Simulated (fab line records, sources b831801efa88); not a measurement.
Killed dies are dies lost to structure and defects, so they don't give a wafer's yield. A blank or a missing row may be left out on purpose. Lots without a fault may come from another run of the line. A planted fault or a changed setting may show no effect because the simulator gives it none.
Tool commonality check | flow sky130 | 15 lots, 45 wafers sampled

WHY IT WAS OPENED
At SKY_SONOS_TUNNEL_OVL_MEAS_08 the reading SONOS_TUNNEL_OVL is flagged on 3 of 15 lots. Wafers without a fault read -1.8 nm, standard deviation 1.6.
Rule: a lot is flagged when every wafer of it that has a number lies more than 4 standard deviations from that mean, or none has a number. The other lots count as sound.

lot  | measured     | on         | SONOS_TUNNEL_OVL (nm), wafer by wafer | flag
L785 | day 11 18:55 | overlay-02 | -3.3 -3.6 -2.0                        |
L786 | day 12 06:38 | overlay-01 | -2.7 -1.2 -3.1                        |
L787 | day 12 07:38 | overlay-01 | -2.5 -2.6 -3.9                        |
L788 | day 12 12:17 | overlay-01 | -0.1 0.4 -1.1                         |
L789 | day 12 18:58 | overlay-01 | -129.2 -129.8 -128.3                  | FLAGGED
L790 | day 13 06:32 | overlay-02 | -4.5 -2.4 -1.9                        |
L791 | day 13 18:38 | overlay-02 | -128.0 -129.4 -128.6                  | FLAGGED
L793 | day 13 20:47 | overlay-02 | -131.2 -131.9 -131.0                  | FLAGGED
L796 | day 14 22:59 | overlay-02 | -5.8 -6.0 -5.3                        |
L798 | day 15 09:47 | overlay-02 | -0.4 -0.2 -0.5                        |
L801 | day 16 11:38 | overlay-02 | -1.7 -4.0 -2.3                        |
L804 | day 17 06:44 | overlay-02 | -0.8 -0.2 -0.7                        |
L805 | day 17 21:40 | overlay-02 | -0.1 -0.6 -0.4                        |
L806 | day 18 08:29 | overlay-02 | -1.8 -4.1 -3.5                        |
L807 | day 18 13:01 | overlay-02 | -1.2 -1.9 -3.7                        |
The numbers of the flagged lots are -129.7 nm on average: -127.9 nm against the usual, or -80 standard deviations.

WHICH TOOL RAN EACH LOT
The record holds 1 process step before the reading, out of a route of 708 steps. In each cell: the tool, then ch and the chambers that the sampled wafers went through, then the start.
lot  | flag    | SKY_SONOS_TUNNEL_EXPOSE_04
L785 |         | iline_stepper-01 ch 0, day 11 07:51
L786 |         | iline_stepper-02 ch 0, day 11 19:08
L787 |         | iline_stepper-01 ch 0, day 11 20:10
L788 |         | iline_stepper-01 ch 0, day 12 00:39
L789 | FLAGGED | iline_stepper-01 ch 0, day 12 06:14
L790 |         | iline_stepper-02 ch 0, day 12 17:37
L791 | FLAGGED | iline_stepper-01 ch 0, day 13 05:58
L793 | FLAGGED | iline_stepper-01 ch 0, day 13 08:36
L796 |         | iline_stepper-02 ch 0, day 14 09:59
L798 |         | iline_stepper-02 ch 0, day 14 21:19
L801 |         | iline_stepper-02 ch 0, day 15 22:02
L804 |         | iline_stepper-02 ch 0, day 16 15:54
L805 |         | iline_stepper-02 ch 0, day 17 07:42
L806 |         | iline_stepper-02 ch 0, day 17 17:17
L807 |         | iline_stepper-02 ch 0, day 17 22:05
What these steps do:
- SKY_SONOS_TUNNEL_EXPOSE_04: exposes mask TUNM, target cd 410 nm.
- SKY_SONOS_TUNNEL_OVL_MEAS_08

FLAGGED OVER TOTAL, TOOL BY TOOL (the gauges that took the reading come last)
step                         | tool             | lots run | flagged | share of the flagged lots | sound lots run after its first flagged lot
SKY_SONOS_TUNNEL_EXPOSE_04   | iline_stepper-01 | 6        | 3       | all                       | 0
SKY_SONOS_TUNNEL_EXPOSE_04   | iline_stepper-02 | 9        | 0       | none                      | -
SKY_SONOS_TUNNEL_OVL_MEAS_08 | overlay-01       | 4        | 1       | some                      | 0
SKY_SONOS_TUNNEL_OVL_MEAS_08 | overlay-02       | 11       | 2       | some                      | 7 (L796,L798,L801,L804,L805,L806,L807)

WHAT THE TABLE ALLOWS
1 row of the table ran every flagged lot: iline_stepper-01 at SKY_SONOS_TUNNEL_EXPOSE_04.
- iline_stepper-01 at SKY_SONOS_TUNNEL_EXPOSE_04: 3 of its 6 lots flagged. Its last sound lot is L788 (day 12 00:39), its first flagged lot L789 (day 12 06:14): a fault that began between those two fits.
One tool is left: iline_stepper-01 at SKY_SONOS_TUNNEL_EXPOSE_04.

WHAT THE SIMULATOR HAD PUT IN
Scanner matching overlay: iline_stepper-01, from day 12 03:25 on, at SKY_SONOS_TUNNEL_EXPOSE_04. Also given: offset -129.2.
Lots struck among those shown: L789, L791, L793. The rule above found the same.
